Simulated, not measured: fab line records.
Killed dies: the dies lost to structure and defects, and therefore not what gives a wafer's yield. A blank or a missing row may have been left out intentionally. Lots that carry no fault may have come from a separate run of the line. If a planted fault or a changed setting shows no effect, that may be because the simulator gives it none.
fab line records	flow sky130
[record] lots = 11	wafers = 33	lastDay = 50
route steps=708 shown VIA3@575 METAL4@598 PAD_OPEN@708
lots that met no fault: taken from a fault-free run of the same line
startH: start of the lot's first displayed wafer, in hours after the record's first day	waitH: how many hours have passed since the lot's step before this one	" as in the row above	L1.1+2: a row that stands for several wafers	- either no value or no given start	* or withheld: withheld	< > ~ a bound
route shown NAME@n: names a module that has steps shown in the file, with the first one's number in the route	usual: average and standard deviation across the fault-free wafers	same: alike in all rows	chamber/n: place in a boat	sites: per-site readings	_std_site: standard deviation across them	_edge_site: outer sites' mean less inner sites'	radiusMm: how far each site lies from the wafer's centre	mask NAME#n: copy n	behind: the tool/chamber that last shaped the wafer	hold: cause of the lot's hold/its duration in hours/its outcome	device: the n, p or np transistor that did not switch	end of line: tests of these same wafers at the route's end	where a step has no rows: the recipe by itself	killed: dies lost to structure and defects at the first sort, not the wafer's yield	map: per-die view of a wafer (x killed, . not killed, _ where there is no die)
set.NAME: the setting as run; set.NAME@STEP: as run at that earlier step	model.NAME: the simulator's own value behind a step, which no gauge read
route steps across a sampled set of lots; one table per step, one row per wafer
services: a tool's chamber out of use, with start hour (startH, from the record's first day; less than 0 if before it), hours out, and reason
[[steps]]
[step SKY_VIA3_CMP_02]
[recipe] material = SiO2	downForcePsi = 4	platenRpm = 60	padVelocityMS = 0.94248
[usual] motorCurrentA = 11.7/1.2	slurryFlowMlMin = 150.0/0.44
lot.wafer	tool	chamber	startH	waitH	motorCurrentA	slurryFlowMlMin
L790.2	cmp-02	3	900.00	0.0	13.0	150.7
L790.1	"	2	"	"	13.0	150.4
L790.6	"	3	"	"	12.2	150.2
L791.3	cmp-01	0	913.59	0.1	10.9	150.0
L791.4	"	1	"	"	13.4	150.7
L791.2	"	2	"	"	11.8	149.5
L793.4	cmp-02	0	926.36	0.1	8.8	150.8
L793.3	"	1	"	"	12.6	150.1
L793.5	"	2	"	"	12.4	150.1
L795.1	cmp-02	2	945.06	0.1	13.5	149.7
L795.4	"	3	"	"	12.0	149.5
L795.6	"	0	"	"	9.2	150.6
L796.3	cmp-02	2	953.00	0.0	13.7	150.1
L796.1	"	0	"	"	9.0	150.3
L796.5	"	3	"	"	12.9	150.4
L797.3	cmp-01	0	960.26	0.0	10.8	149.4
L797.1	"	2	"	"	11.5	150.6
L797.2	"	3	"	"	10.3	150.1
L802.4	cmp-01	1	991.81	0.0	12.7	150.0
L802.3	"	0	"	"	10.9	149.7
L802.6	"	2	"	"	12.1	149.9
L803.2	cmp-01	1	996.95	0.0	13.1	149.3
L803.3	"	2	"	"	11.7	150.0
L803.5	"	1	"	"	12.5	150.3
L811.2	cmp-02	2	1049.58	0.0	13.2	150.8
L811.1	"	3	"	"	12.4	150.7
L811.6	"	2	"	"	13.3	149.8
L812.3	cmp-02	1	1061.95	0.1	12.2	149.8
L812.1	"	3	"	"	12.5	149.4
L812.5	"	0	"	"	9.5	149.6
L813.3	cmp-02	1	1065.36	0.1	12.6	149.7
L813.2	"	3	"	"	12.3	150.5
L813.5	"	0	"	"	9.3	149.9
[step SKY_VIA3_BOW_MEAS_03]
[recipe] mode = bow
[usual] VIA3_BOW = 80/8
lot.wafer	tool	chamber	startH	waitH	VIA3_BOW[um]
L790.1	filmMetro-03	-	900.30	0.1	82
L790.2	"	-	"	"	72
L790.6	"	-	"	"	79
L791.2	filmMetro-04	-	913.86	0.1	70
L791.3	"	-	"	"	67
L791.4	"	-	"	"	68
L793.3	filmMetro-01	-	926.60	0.1	68
L793.4	"	-	"	"	76
L793.5	"	-	"	"	75
L795.1	filmMetro-03	-	945.26	0.1	77
L795.4	"	-	"	"	76
L795.6	"	-	"	"	84
L796.1	filmMetro-04	-	953.30	0.1	80
L796.3	"	-	"	"	81
L796.5	"	-	"	"	73
L797.1	filmMetro-04	-	960.56	0.1	100
L797.2	"	-	"	"	78
L797.3	"	-	"	"	78
L802.3	filmMetro-03	-	992.15	0.1	82
L802.4	"	-	"	"	99
L802.6	"	-	"	"	89
L803.2	filmMetro-03	-	997.27	0.3	79
L803.3	"	-	"	"	71
L803.5	"	-	"	"	74
L811.1	filmMetro-01	-	1049.88	0.2	77
L811.2	"	-	"	"	82
L811.6	"	-	"	"	66
L812.1	filmMetro-04	-	1062.20	0.1	81
L812.3	"	-	"	"	84
L812.5	"	-	"	"	92
L813.2	filmMetro-03	-	1065.63	0.1	90
L813.3	"	-	"	"	80
L813.5	"	-	"	"	85
[step SKY_VIA3_ETCH_14]
[recipe] chemistry = N2/H2	target = BARC	ionEnergyEv = 200	sourceW = 500	biasW = 100	pressureMtorr = 30	n2FlowSccm = 100	h2FlowSccm = 200	stopOn = SiO2	timeS = 45.9	targetDepthA = 600
[usual] drypumpMotorCurrentA = 5.6/0.41	oesProductAu = 0.855/0.0045	rfFwdPowerW = 495.1/2.1	throttleValvePct = 13.225/0.0082
lot.wafer	tool	chamber	startH	waitH	drypumpMotorCurrentA	oesProductAu	rfFwdPowerW	rfHoursCounterH	throttleValvePct
L790.1	rieDiel-04	0	925.09	0.0	6.0	0.855	491.3	1	13.235
L790.2	"	1	"	"	4.9	0.853	495.5	15	13.222
L790.6	"	0	"	"	6.0	0.850	490.6	-	13.210
L791.2	rieDiel-01	3	938.80	0.0	5.8	0.859	493.2	18	13.235
L791.3	"	2	"	"	5.4	0.860	495.4	16	13.232
L791.4	"	0	"	"	6.2	0.859	496.3	7	13.216
L793.3	rieDiel-04	1	951.39	0.0	4.9	0.851	496.5	16	13.237
L793.4	"	3	"	"	5.3	0.856	493.3	13	13.226
L793.5	"	3	"	"	5.3	0.866	491.4	-	13.218
L795.1	rieDiel-01	2	969.27	0.0	5.4	0.861	499.3	17	13.235
L795.4	"	0	"	"	6.2	0.864	498.9	8	13.221
L795.6	"	3	"	"	5.8	0.847	493.4	-	13.228
L796.1	rieDiel-04	3	977.52	0.0	5.3	0.859	495.1	13	13.221
L796.3	"	2	"	"	5.2	0.854	497.7	24	13.229
L796.5	"	1	"	"	4.9	0.854	496.4	-	13.218
L797.1	rieDiel-01	1	984.29	0.0	5.7	0.856	495.3	18	13.236
L797.2	"	3	"	"	5.8	0.853	493.5	19	13.220
L797.3	"	0	"	"	6.2	0.851	495.1	9	13.212
L802.3	rieDiel-04	0	1015.34	0.0	6.0	0.850	492.3	4	13.229
L802.4	"	1	"	"	4.9	0.856	494.3	-	13.212
L802.6	"	0	"	"	6.0	0.855	490.6	-	13.223
L803.2	rieDiel-01	3	1020.85	0.0	5.9	0.849	493.8	20	13.230
L803.3	"	2	"	"	5.4	0.851	495.2	19	13.220
L803.5	"	1	"	"	5.8	0.849	496.7	-	13.234
L811.1	rieDiel-03	2	1072.12	0.0	6.0	0.858	494.7	12	13.231
L811.2	"	1	"	"	5.6	0.851	495.7	13	13.230
L811.6	"	1	"	"	5.6	0.859	497.1	-	13.236
L812.1	rieDiel-01	2	1083.10	0.0	5.4	0.859	496.5	21	13.223
L812.3	"	1	"	"	5.7	0.852	494.2	21	13.224
L812.5	"	2	"	"	5.4	0.850	497.1	-	13.229
L813.2	rieDiel-04	2	1086.70	0.0	5.2	0.855	497.2	28	13.222
L813.3	"	1	"	"	4.9	0.850	497.9	20	13.224
L813.5	"	2	"	"	5.1	0.850	494.7	-	13.202
[step SKY_VIA3_ETCH_15]
[recipe] target = SiO2	chemistry = C4F8/O2/Ar	targetDepthNm = 507	stopOn = TiN	maskMaterial = KrF-thick	sourceW = 1500	biasW = 1200	pressureMtorr = 40	c4f8FlowSccm = withheld	O2_flow_sccm = 6	Ar_flow_sccm = 300	timeS = 78
[usual] oesProductAu = 0.946/0.005	rfFwdPowerW = 1490/5.4
lot.wafer	tool	chamber	startH	waitH	oesProductAu	rfFwdPowerW	rfHoursCounterH
L790.1	rieDiel-04	0	925.13	0.0	0.948	1486	1
L790.2	"	1	"	"	0.948	1488	16
L790.6	"	0	"	"	0.948	1479	-
L791.2	rieDiel-01	3	938.84	0.0	0.954	1488	18
L791.3	"	2	"	"	0.940	1495	16
L791.4	"	0	"	"	0.945	1494	7
L793.3	rieDiel-04	1	951.43	0.0	0.945	1489	16
L793.4	"	3	"	"	0.956	1474	13
L793.5	"	3	"	"	0.939	1474	-
L795.1	rieDiel-01	2	969.31	0.0	0.946	1492	17
L795.4	"	0	"	"	0.938	1494	8
L795.6	"	3	"	"	0.955	1492	-
L796.1	rieDiel-04	3	977.56	0.0	0.952	1487	13
L796.3	"	2	"	"	0.949	1489	24
L796.5	"	1	"	"	0.952	1484	-
L797.1	rieDiel-01	1	984.33	0.0	0.944	1490	18
L797.2	"	3	"	"	0.940	1492	19
L797.3	"	0	"	"	0.936	1492	9
L802.3	rieDiel-04	0	1015.38	0.0	0.952	1482	4
L802.4	"	1	"	"	0.947	1490	-
L802.6	"	0	"	"	0.936	1483	-
L803.2	rieDiel-01	3	1020.89	0.0	0.898	1495	20
L803.3	"	2	"	"	0.952	1489	19
L803.5	"	1	"	"	0.894	1496	-
L811.1	rieDiel-03	2	1072.16	0.0	0.945	1494	12
L811.2	"	1	"	"	0.946	1494	13
L811.6	"	1	"	"	0.955	1492	-
L812.1	rieDiel-01	2	1083.14	0.0	0.935	1495	21
L812.3	"	1	"	"	0.940	1490	21
L812.5	"	2	"	"	0.947	1488	-
L813.2	rieDiel-04	2	1086.74	0.0	0.945	1491	28
L813.3	"	1	"	"	0.940	1493	20
L813.5	"	2	"	"	0.945	1492	-
[step SKY_METAL4_SPUTTER_00]
[recipe] material = Ti	targetThkNm = 15	powerW = 3000	timeS = 10	chamberPressurePa = 0.4
[usual] throttleValvePct = 29.8/1.2
lot.wafer	tool	chamber	startH	waitH	throttleValvePct
L790.1	pvdSputter-02	-	926.45	0.2	29.3
L790.2	"	-	"	"	27.5
L790.6	"	-	"	"	29.9
L791.2	pvdSputter-02	-	940.57	0.1	27.3
L791.3	"	-	"	"	29.9
L791.4	"	-	"	"	29.5
L793.3	pvdSputter-02	-	952.75	0.1	27.5
L793.4	"	-	"	"	29.8
L793.5	"	-	"	"	29.4
L795.1	pvdSputter-03	-	970.65	0.2	29.3
L795.4	"	-	"	"	29.7
L795.6	"	-	"	"	29.6
L796.1	pvdSputter-01	-	978.88	0.1	29.5
L796.3	"	-	"	"	30.2
L796.5	"	-	"	"	28.7
L797.1	pvdSputter-03	-	985.69	0.2	31.2
L797.2	"	-	"	"	32.3
L797.3	"	-	"	"	30.0
L802.3	pvdSputter-01	-	1016.73	0.1	30.2
L802.4	"	-	"	"	28.9
L802.6	"	-	"	"	29.2
L803.2	pvdSputter-01	-	1022.21	0.2	30.3
L803.3	"	-	"	"	29.5
L803.5	"	-	"	"	28.9
L811.1	pvdSputter-02	-	1073.89	0.2	30.1
L811.2	"	-	"	"	31.2
L811.6	"	-	"	"	29.9
L812.1	pvdSputter-03	-	1084.46	0.2	29.7
L812.3	"	-	"	"	29.5
L812.5	"	-	"	"	29.8
L813.2	pvdSputter-03	-	1088.05	0.2	32.3
L813.3	"	-	"	"	31.3
L813.5	"	-	"	"	32.2
[step SKY_PAD_OPEN_PROBE_99]
[usual] defectLimitedYield = 82.9/2.2	killed_at_M0_to_M3 = 42/7	killed_at_M4_up = 2.8/1.8	killedAtContacts = 24/5.8	killedAtFrontEnd = 15/4.8	killedAtOther = 0.3/0.56	killedDies = 84/11	killedOpen = 46/7.8	killedShort = 38/6.3	sort_bin_3_pad_short = 0.8/0.43	sort_bin_5_function = 10.2/1.6	sort_bin_6_memory = 6.0/1.1	sortNPass = 408/11	sortYieldPct = 82.9/2.2
[same] grossDies = 492	killedAtBackSide = 0	sort_bin_4_leakage[%] = 0	sort_bin_8_speed[%] = 0
lot.wafer	tool	chamber	startH	waitH	defectLimitedYield[%]	killed_at_M0_to_M3	killed_at_M4_up	killedAtContacts	killedAtFrontEnd	killedAtOther	killedDies	killedOpen	killedShort	sort_bin_3_pad_short[%]	sort_bin_5_function[%]	sort_bin_6_memory[%]	sortNPass	sortYieldPct[%]
L790.1	prober-01	-	1074.35	0.1	79.3	48	5	23	26	0	102	56	46	1.2	12.0	7.5	390	79.3
L790.2	prober-01	-	1074.40	0.1	85.0	39	2	18	15	0	74	39	34	0.8	9.6	4.7	418	85.0
L790.6	prober-01	-	1074.60	0.2	86.8	36	3	15	11	0	65	38	27	0.4	7.7	5.1	427	86.8
L791.2	prober-02	-	1084.19	0.1	82.3	38	4	32	13	0	87	54	32	0.4	9.8	7.5	405	82.3
L791.3	prober-02	-	1084.24	0.2	83.9	39	4	21	14	1	79	41	37	0.4	10.8	4.9	413	83.9
L791.4	prober-02	-	1084.29	0.2	84.6	31	7	23	14	1	76	36	39	0.6	9.1	5.7	416	84.6
L793.3	prober-02	-	1096.45	0.2	82.7	39	2	30	13	1	85	45	40	0.6	12.2	4.5	407	82.7
L793.4	prober-02	-	1096.50	0.2	84.1	36	2	24	16	0	78	36	42	1.0	8.9	5.9	414	84.1
L793.5	prober-02	-	1096.55	0.2	81.9	47	5	26	10	1	89	42	47	1.0	10.4	6.7	403	81.9
L795.1	prober-02	-	1110.56	0.1	80.9	51	4	22	17	0	94	46	47	1.0	12.8	5.3	398	80.9
L795.4	prober-02	-	1110.71	0.2	82.1	35	0	22	31	0	88	46	39	0.6	11.0	6.3	404	82.1
L795.6	prober-02	-	1110.81	0.2	79.7	59	1	23	16	1	100	57	42	0.4	13.4	6.5	392	79.7
L796.1	prober-01	-	1119.39	0.1	86.2	33	1	20	14	0	68	36	32	0.6	9.1	4.1	424	86.2
L796.3	prober-01	-	1119.49	0.2	83.7	41	2	30	7	0	80	45	35	0.8	8.9	6.5	412	83.7
L796.5	prober-01	-	1119.59	0.2	83.5	35	2	31	13	0	81	45	36	1.2	9.3	5.9	411	83.5
L797.1	prober-02	-	1122.90	0.1	80.9	56	1	22	15	0	94	57	37	1.0	12.0	6.1	398	80.9
L797.2	prober-02	-	1122.95	0.1	83.5	34	4	25	18	0	81	53	28	0.6	11.0	4.9	411	83.5
L797.3	prober-02	-	1123.00	0.2	83.5	35	2	32	12	0	81	42	39	0.6	10.0	5.9	411	83.5
L802.3	prober-01	-	1148.66	0.2	83.5	44	5	12	19	1	81	44	37	0.6	10.2	5.7	411	83.5
L802.4	prober-01	-	1148.71	0.2	81.7	45	2	28	14	1	90	51	39	0.8	11.8	5.7	402	81.7
L802.6	prober-01	-	1148.81	0.2	84.6	46	2	11	17	0	76	37	39	0.4	9.1	5.9	416	84.6
L803.2	prober-02	-	1151.31	0.1	81.1	50	3	25	15	0	93	47	46	1.0	11.0	6.9	399	81.1
L803.3	prober-02	-	1151.36	0.2	82.7	46	2	25	12	0	85	41	43	1.0	8.9	7.3	407	82.7
L803.5	prober-02	-	1151.46	0.2	81.9	46	2	29	11	1	89	48	40	1.0	10.0	7.1	403	81.9
L811.1	prober-02	-	1192.16	0.1	81.3	41	5	32	14	0	92	43	49	1.0	10.8	6.9	400	81.3
L811.2	prober-02	-	1192.21	0.1	80.5	39	4	31	22	0	96	61	34	0.4	12.2	6.9	396	80.5
L811.6	prober-02	-	1192.41	0.2	79.9	41	8	31	19	0	99	45	54	1.0	12.0	7.1	393	79.9
L812.1	prober-01	-	1201.60	0.1	82.1	36	4	26	22	0	88	44	44	0.8	10.0	7.1	404	82.1
L812.3	prober-01	-	1201.70	0.2	80.5	58	1	21	15	1	96	52	44	0.8	11.6	7.1	396	80.5
L812.5	prober-01	-	1201.80	0.2	82.3	46	4	19	16	2	87	49	36	0.4	11.2	6.1	405	82.3
L813.2	prober-02	-	1203.45	0.1	82.3	42	3	25	17	0	87	54	33	1.2	10.2	6.3	405	82.3
L813.3	prober-02	-	1203.50	0.2	82.9	42	1	30	11	0	84	43	41	1.2	9.3	6.5	408	82.9
L813.5	prober-02	-	1203.60	0.2	82.7	43	8	24	10	0	85	46	39	0.6	10.2	6.5	407	82.7
// killed by level:class
L790.1 VIA1:geometricParticle:open=14 FIELD_ISO:geometricParticle:open=12 VIA3:geometricParticle:open=7 CONTACT:geometricParticle:short=6 CONTACT:geometricParticle:open=6 FIELD_ISO:geometricParticle:short=5 VIA3:geometricParticle:short=4 LI_CONTACT:geometricParticle:short=4
L790.2 VIA1:geometricParticle:open=12 METAL2:geometricParticle:short=7 VIA3:geometricParticle:open=7 LI_CONTACT:geometricParticle:open=6 FIELD_ISO:geometricParticle:short=4 METAL1:geometricParticle:short=4 FIELD_ISO:geometricParticle:open=3 LOCAL_INTERCONNECT:geometricParticle:short=3
L790.6 VIA1:geometricParticle:open=8 CONTACT:geometricParticle:open=7 VIA3:geometricParticle:open=7 METAL1:geometricParticle:short=5 VIA2:geometricParticle:open=5 FIELD_ISO:geometricParticle:open=4 LI_CONTACT:geometricParticle:open=4 METAL2:geometricParticle:short=4
L791.2 CONTACT:geometricParticle:open=17 VIA1:geometricParticle:open=7 LI_CONTACT:geometricParticle:open=6 LOCAL_INTERCONNECT:geometricParticle:short=6 VIA2:geometricParticle:open=6 METAL1:geometricParticle:short=5 VIA3:geometricParticle:open=5 POLY_GATE:geometricParticle:open=4
L791.3 VIA1:geometricParticle:open=11 CONTACT:geometricParticle:open=9 POLY_GATE:geometricParticle:open=5 LOCAL_INTERCONNECT:geometricParticle:short=5 METAL2:geometricParticle:short=5 METAL1:geometricParticle:short=4 VIA2:geometricParticle:open=4 FIELD_ISO:geometricParticle:short=3
L791.4 LI_CONTACT:geometricParticle:open=7 CONTACT:geometricParticle:open=6 VIA2:geometricParticle:open=6 METAL4:geometricParticle:short=6 CONTACT:geometricParticle:short=5 METAL1:geometricParticle:short=5 METAL2:geometricParticle:short=4 VIA3:geometricParticle:open=4
L793.3 VIA3:geometricParticle:open=8 LOCAL_INTERCONNECT:geometricParticle:short=7 VIA1:geometricParticle:open=7 VIA2:geometricParticle:open=7 LI_CONTACT:geometricParticle:open=6 CONTACT:geometricParticle:open=6 FIELD_ISO:geometricParticle:short=5 FIELD_ISO:geometricParticle:open=5
L793.4 CONTACT:geometricParticle:open=8 VIA1:geometricParticle:open=6 FIELD_ISO:geometricParticle:short=5 LI_CONTACT:geometricParticle:open=5 CONTACT:geometricParticle:short=5 METAL1:geometricParticle:short=5 VIA3:geometricParticle:short=5 VIA3:geometricParticle:open=4
L793.5 VIA3:geometricParticle:open=12 CONTACT:geometricParticle:short=8 LI_CONTACT:geometricParticle:open=7 CONTACT:geometricParticle:open=6 VIA1:geometricParticle:short=6 METAL1:geometricParticle:short=5 VIA2:geometricParticle:open=5 METAL4:geometricParticle:short=5
L795.1 LI_CONTACT:geometricParticle:open=11 VIA2:geometricParticle:open=10 METAL2:geometricParticle:short=9 METAL1:geometricParticle:short=9 VIA3:geometricParticle:open=6 VIA1:geometricParticle:open=6 CONTACT:geometricParticle:open=4 LOCAL_INTERCONNECT:geometricParticle:short=4
L795.4 FIELD_ISO:geometricParticle:short=11 LI_CONTACT:geometricParticle:open=9 CONTACT:geometricParticle:open=9 FIELD_ISO:geometricParticle:open=8 VIA1:geometricParticle:open=5 POLY_GATE:geometricParticle:short=5 VIA2:geometricParticle:open=5 METAL1:geometricParticle:short=4
L795.6 VIA1:geometricParticle:open=14 VIA3:geometricParticle:open=12 VIA2:geometricParticle:open=8 CONTACT:geometricParticle:open=7 METAL1:geometricParticle:short=6 VIA3:geometricParticle:short=6 LI_CONTACT:geometricParticle:open=6 FIELD_ISO:geometricParticle:short=4
L796.1 VIA1:geometricParticle:open=9 POLY_GATE:geometricParticle:open=6 METAL2:geometricParticle:short=6 LI_CONTACT:geometricParticle:open=5 CONTACT:geometricParticle:open=5 FIELD_ISO:geometricParticle:short=4 CONTACT:geometricParticle:short=4 VIA3:geometricParticle:open=4
L796.3 VIA1:geometricParticle:open=18 CONTACT:geometricParticle:open=9 LI_CONTACT:geometricParticle:open=7 CONTACT:geometricParticle:short=7 LOCAL_INTERCONNECT:geometricParticle:short=5 METAL2:geometricParticle:short=5 METAL1:geometricParticle:short=4 VIA1:geometricParticle:short=4
L796.5 CONTACT:geometricParticle:open=10 LI_CONTACT:geometricParticle:open=10 METAL1:geometricParticle:short=9 VIA1:geometricParticle:open=9 LI_CONTACT:geometricParticle:short=6 POLY_GATE:geometricParticle:open=5 FIELD_ISO:geometricParticle:short=4 CONTACT:geometricParticle:short=4
L797.1 VIA1:geometricParticle:open=17 VIA2:geometricParticle:open=9 CONTACT:geometricParticle:open=7 LI_CONTACT:geometricParticle:open=6 METAL1:geometricParticle:short=6 VIA3:geometricParticle:open=6 CONTACT:geometricParticle:short=5 METAL3:geometricParticle:short=5
L797.2 VIA1:geometricParticle:open=11 VIA2:geometricParticle:open=10 CONTACT:geometricParticle:open=9 LI_CONTACT:geometricParticle:open=8 CONTACT:geometricParticle:short=6 FIELD_ISO:geometricParticle:open=5 FIELD_ISO:geometricParticle:short=3 SONOS_ONO:geometricParticle:short=3
L797.3 CONTACT:geometricParticle:open=12 VIA1:geometricParticle:open=9 VIA2:geometricParticle:open=8 LI_CONTACT:geometricParticle:short=6 VIA1:geometricParticle:short=6 LI_CONTACT:geometricParticle:open=5 LOCAL_INTERCONNECT:geometricParticle:short=5 POLY_GATE:geometricParticle:open=3
L802.3 VIA1:geometricParticle:open=8 VIA2:geometricParticle:open=7 FIELD_ISO:geometricParticle:open=6 CONTACT:geometricParticle:open=6 METAL2:geometricParticle:short=6 VIA2:geometricParticle:short=5 METAL1:geometricParticle:short=4 METAL2:geometricParticle:open=4
L802.4 VIA1:geometricParticle:open=12 CONTACT:geometricParticle:open=9 VIA2:geometricParticle:open=7 VIA3:geometricParticle:open=7 CONTACT:geometricParticle:short=6 VIA1:geometricParticle:short=6 LOCAL_INTERCONNECT:geometricParticle:short=5 FIELD_ISO:geometricParticle:open=4
L802.6 METAL2:geometricParticle:short=8 VIA1:geometricParticle:short=7 METAL1:geometricParticle:short=6 VIA1:geometricParticle:open=6 VIA2:geometricParticle:open=5 VIA3:geometricParticle:open=5 FIELD_ISO:geometricParticle:open=4 FIELD_ISO:geometricParticle:short=4
L803.2 VIA1:geometricParticle:open=15 CONTACT:geometricParticle:open=10 VIA2:geometricParticle:open=9 METAL1:geometricParticle:short=9 FIELD_ISO:geometricParticle:short=7 LI_CONTACT:geometricParticle:open=6 LOCAL_INTERCONNECT:geometricParticle:short=5 METAL2:geometricParticle:short=5
L803.3 CONTACT:geometricParticle:open=9 VIA1:geometricParticle:short=8 VIA1:geometricParticle:open=8 METAL1:geometricParticle:short=7 CONTACT:geometricParticle:short=6 VIA2:geometricParticle:open=5 VIA3:geometricParticle:open=5 LOCAL_INTERCONNECT:geometricParticle:short=4
L803.5 VIA1:geometricParticle:open=11 CONTACT:geometricParticle:open=10 LI_CONTACT:geometricParticle:open=8 METAL1:geometricParticle:short=8 VIA2:geometricParticle:open=6 METAL2:geometricParticle:short=6 VIA1:geometricParticle:short=5 FIELD_ISO:geometricParticle:open=4
L811.1 LI_CONTACT:geometricParticle:open=7 CONTACT:geometricParticle:open=7 CONTACT:geometricParticle:short=7 VIA1:geometricParticle:open=7 LOCAL_INTERCONNECT:geometricParticle:short=6 VIA3:geometricParticle:open=6 FIELD_ISO:geometricParticle:open=5 LI_CONTACT:geometricParticle:short=5
L811.2 CONTACT:geometricParticle:open=15 VIA1:geometricParticle:open=10 VIA2:geometricParticle:open=10 LI_CONTACT:geometricParticle:open=7 POLY_GATE:geometricParticle:open=5 LOCAL_INTERCONNECT:geometricParticle:short=4 CONTACT:geometricParticle:short=4 VIA1:geometricParticle:short=4
L811.6 METAL2:geometricParticle:short=8 VIA3:geometricParticle:open=8 CONTACT:geometricParticle:short=7 LI_CONTACT:geometricParticle:open=7 CONTACT:geometricParticle:open=7 FIELD_ISO:geometricParticle:open=6 METAL3:geometricParticle:short=6 POLY_GATE:geometricParticle:open=5
L812.1 CONTACT:geometricParticle:open=9 METAL1:geometricParticle:short=9 LI_CONTACT:geometricParticle:open=7 FIELD_ISO:geometricParticle:short=6 VIA2:geometricParticle:open=6 LOCAL_INTERCONNECT:geometricParticle:short=5 VIA1:geometricParticle:short=5 FIELD_ISO:geometricParticle:open=4
L812.3 VIA1:geometricParticle:open=11 VIA3:geometricParticle:open=11 METAL1:geometricParticle:short=8 VIA2:geometricParticle:open=7 CONTACT:geometricParticle:open=6 CONTACT:geometricParticle:short=6 METAL2:geometricParticle:short=6 LI_CONTACT:geometricParticle:open=4
L812.5 METAL1:geometricParticle:short=11 VIA1:geometricParticle:open=11 CONTACT:geometricParticle:open=9 LI_CONTACT:geometricParticle:open=6 VIA3:geometricParticle:open=6 POLY_GATE:geometricParticle:short=5 FIELD_ISO:geometricParticle:short=4 FIELD_ISO:geometricParticle:open=4
L813.2 LI_CONTACT:geometricParticle:open=10 VIA1:geometricParticle:open=8 FIELD_ISO:geometricParticle:open=7 VIA1:geometricParticle:short=7 VIA2:geometricParticle:open=7 CONTACT:geometricParticle:short=5 CONTACT:geometricParticle:open=5 METAL2:geometricParticle:open=4
L813.3 LI_CONTACT:geometricParticle:open=10 VIA1:geometricParticle:open=8 CONTACT:geometricParticle:open=7 METAL1:geometricParticle:short=7 FIELD_ISO:geometricParticle:open=5 METAL2:geometricParticle:short=5 LOCAL_INTERCONNECT:geometricParticle:short=4 CONTACT:geometricParticle:short=4
L813.5 VIA1:geometricParticle:open=11 CONTACT:geometricParticle:open=8 METAL2:geometricParticle:short=8 VIA2:geometricParticle:open=8 LI_CONTACT:geometricParticle:open=6 VIA1:geometricParticle:short=5 CONTACT:geometricParticle:short=4 METAL4:geometricParticle:short=4
[[services]]
tool	chamber	startH	hours	kind
pvdSputter-01	-	884.84	0.6	repair
pvdSputter-02	-	887.76	7.1	repair
rieDiel-01	2	899.05	6.9	repair
rieDiel-01	1	906.12	6.2	repair
cmp-02	-	912.26	4.0	pm
cmp-01	-	938.92	1.6	repair
pvdSputter-02	-	943.68	0.5	repair
rieDiel-01	3	948.25	13.8	repair
pvdSputter-01	-	948.57	15.8	repair
cmp-01	-	950.98	0.6	repair
rieDiel-04	-	956.11	2.8	pm
rieDiel-03	1	959.38	1.4	repair
cmp-02	-	989.11	1.9	repair
rieDiel-01	0	989.77	7.1	repair
cmp-02	-	998.26	1.9	repair
pvdSputter-01	-	1004.35	3.2	repair
cmp-01	-	1010.52	3.5	repair
rieDiel-04	3	1011.04	9.5	repair
rieDiel-03	-	1042.93	1.5	repair
cmp-01	-	1050.00	1.0	repair
rieDiel-04	-	1055.73	0.3	repair
pvdSputter-01	-	1056.52	1.0	repair
rieDiel-01	-	1075.34	2.2	repair
cmp-01	-	1085.77	4.0	pm
[[key]]
[firstSign] step = SKY_VIA3_ETCH_15	reading = oesProductAu	direction = down	sigmas = 9.9	usual = 0.946	struck = 0.896
effect none on later readings
metAt SKY_VIA3_CMP_02
struckLots L803
struckWafers L803.2,L803.5
notActingAt SKY_VIA3_BOW_MEAS_03,SKY_VIA3_ETCH_14,SKY_METAL4_SPUTTER_00
onsetBetween 991.81 996.95
[fault] kind = processParameterDrift	tool = cmp-01	chamber = 1	onsetH = 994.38	steps = SKY_VIA3_CMP_02	channel = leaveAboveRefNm	offset = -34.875	shape = step	endH = 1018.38	actsIn = theseRecipesOnly	stated = 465
